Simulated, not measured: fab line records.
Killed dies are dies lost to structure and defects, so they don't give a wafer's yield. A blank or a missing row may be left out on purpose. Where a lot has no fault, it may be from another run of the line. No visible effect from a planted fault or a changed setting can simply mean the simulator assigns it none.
Problem report in the 8D (eight disciplines) form, filled by code + flow gf180mcu + the parts of the form that need people (team, actions taken, sign-off) are left out

1. PROBLEM STATEMENT
At GF_M4_SOFTBAKE_10, heater-power-total-W averages 91.88 W over 6 wafers from 2 lots, while fault-free wafers read 93.04 W, standard deviation 0.057. Relative to the usual mean, that is a shift of -20 standard deviations.
The step: time 60 s.
First observed at day 26 00:58: wafer L597.3, on litho-track-01. Wafers with a number at this step in the record: 36, from 12 lots. By rule, "out" or "out of limits" means more than 4 standard deviations away from the usual mean. The rest of the wafers with a number are treated as sound.

2. WHAT IT IS, AND WHAT IT ISN'T
| question                    | is                                 | is not                                                                                                        |
|-----------------------------|------------------------------------|---------------------------------------------------------------------------------------------------------------|
| which readings at this step | heater-power-total-W, plate-temp-C | -                                                                                                             |
| which lots                  | L597, L598                         | L589, L590, L602, L604, L605, L606, L607, L608, L609, L611                                                    |
| which wafers of those lots  | all that have a number             | -                                                                                                             |
| read on which tools         | litho-track-01                     | litho-track-03, litho-track-04                                                                                |
| when                        | from day 26 00:58                  | up to then (6 sound wafers); but 24 sound wafers of L602, L604, L605, L606, L607, L608, L609, L611 came after |

3. THE SUSPECTS, EACH WITH WHAT RULES IT OUT
Counting: a tool at a process step up to the reading stays a suspect if it ran every lot that is out and no sound lot after the first of them.
- litho-track-01 at GF_M4_SOFTBAKE_10 (time 60 s): ruled out as a lasting fault. After its first lot that is out, L597 (day 26 00:58), sound lots L606, L607, L609, L611 ran on it.
Left after counting: nothing in the record.

4. THE CAUSE (what the simulator had put in)
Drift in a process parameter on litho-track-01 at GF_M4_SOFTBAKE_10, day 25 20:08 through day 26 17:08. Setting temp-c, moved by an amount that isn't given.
Counting ruled it out, wrongly.

5. THE CHAIN OF EFFECTS, in route order
Each row: a reading where the mean over the struck wafers with a number is more than 3 standard deviations away from the usual. Only readings for which the record gives a usual standard deviation are gone through. hours: the time from each lot's start at the first step in this table that gives one to its start at this step, as a median over the lots. sigmas: the change in usual standard deviations.
| hours | step              | reading              | usual    | on struck wafers | change | sigmas |
|-------|-------------------|----------------------|----------|------------------|--------|--------|
| 0     | GF_M4_SOFTBAKE_10 | heater-power-total-W | 93.04 W  | 91.88            | -1.16  | -20    |
| 0     | GF_M4_SOFTBAKE_10 | plate-temp-C         | 130.00 C | 128.73           | -1.27  | -9.1   |
Here are the process steps it includes:
- GF_M4_SOFTBAKE_10: time 60 s.
Later steps that measure or inspect, where all struck wafers having a row at the step show a number for every such reading and not one has moved that far: GF_M4_CD_MEAS_14.

6. WHAT WOULD HAVE CAUGHT IT SOONER
In this record the first reading out of limits was taken at day 26 00:58, 5 hours after the fault began at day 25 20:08.
